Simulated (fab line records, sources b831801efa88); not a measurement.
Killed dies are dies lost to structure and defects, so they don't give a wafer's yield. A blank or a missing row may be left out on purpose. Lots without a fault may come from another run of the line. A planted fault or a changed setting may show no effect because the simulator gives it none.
Chamber matching | flow sky130 | SKY_VIA3_CMP_02 on cmp-02: 4 sister chambers
The step polishes SiO2. 33 wafers are shown with their chamber, then 12 later ones without.

WAFERS WITH THEIR CHAMBER
wafer  | chamber | motor_current_A (A) | platen_rpm (rpm)
L074.3 | 0       | 8.8                 | 60.07
L074.4 | 1       | 11.1                | 59.96
L074.6 | 3       | 11.1                | 60.02
L075.2 | 1       | 11.5                | 60.07
L075.4 | 0       | 8.9                 | 60.06
L075.5 | 2       | 14.1                | 60.08
L076.3 | 1       | 11.5                | 60.05
L076.5 | 0       | 8.8                 | 59.99
L076.6 | 3       | 11.4                | 59.98
L078.1 | 3       | 10.7                | 60.00
L078.3 | 2       | 13.7                | 60.04
L078.4 | 1       | 11.3                | 60.07
L080.2 | 2       | 13.1                | 60.03
L080.3 | 1       | 11.8                | 60.06
L080.5 | 3       | 12.1                | 59.98
L082.3 | 1       | 11.9                | 59.93
L082.4 | 0       | 8.9                 | 59.97
L082.6 | 0       | 8.6                 | 59.96
L083.3 | 3       | 11.1                | 60.00
L083.5 | 0       | 8.6                 | 60.02
L083.6 | 1       | 12.8                | 60.08
L084.2 | 1       | 11.6                | 59.95
L084.3 | 2       | 13.2                | 59.95
L084.6 | 1       | 11.5                | 60.05
L086.1 | 0       | 9.5                 | 59.97
L086.4 | 2       | 12.8                | 59.98
L086.5 | 0       | 8.9                 | 60.00
L088.3 | 0       | 9.2                 | 59.99
L088.5 | 0       | 9.4                 | 59.95
L088.6 | 1       | 12.0                | 60.08
L090.1 | 1       | 11.9                | 60.01
L090.4 | 2       | 13.1                | 59.90
L090.5 | 1       | 11.8                | 60.00

SIGNATURES (means of the wafers above)
reading         | chamber 0 | chamber 1 | chamber 2 | chamber 3 | scatter within a chamber
motor_current_A | 8.960     | 11.725    | 13.333    | 11.280    | 0.421
platen_rpm      | 59.9980   | 60.0258   | 59.9967   | 59.9960   | 0.0492
Rule: a wafer's distance from a chamber is the root of the sum, over the readings, of the square of ((its reading less the chamber's mean) divided by the reading's scatter). The wafer belongs to the nearest chamber; if the next one is less than 2 further off, it can't be placed. The scatter: the root of (the sum of the squares of (reading less its chamber's mean) over the shown wafers, divided by (wafers less chambers)).

WAFERS WITHOUT THEIR CHAMBER
wafer  | motor_current_A (A) | platen_rpm (rpm)
L093.1 | 11.5                | 60.07
L093.2 | 13.6                | 60.03
L093.6 | 9.4                 | 59.94
L095.1 | 12.2                | 59.97
L095.4 | 12.2                | 59.99
L095.6 | 11.4                | 60.03
L096.1 | 11.5                | 59.96
L096.2 | 9.2                 | 60.00
L096.3 | 14.4                | 60.03
L097.2 | 13.6                | 59.99
L097.5 | 13.5                | 60.00
L097.6 | 11.5                | 59.94

WHICH CHAMBER EACH WENT THROUGH
wafer  | from the rows above          | in truth
L093.1 | can't be placed: 1 or 3      | 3
L093.2 | 2                            | 2
L093.6 | 0                            | 0
L095.1 | can't be placed: 1 or 3 or 2 | 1
L095.4 | can't be placed: 1 or 3 or 2 | 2
L095.6 | can't be placed: 3 or 1      | 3
L096.1 | can't be placed: 3 or 1      | 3
L096.2 | 0                            | 0
L096.3 | 2                            | 2
L097.2 | 2                            | 2
L097.5 | 2                            | 2
L097.6 | can't be placed: 3 or 1      | 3
Placed correctly: 6 of 12. Can't be placed from these rows: 6 (the true chamber is among the candidates in 6). Placed wrongly: 0.
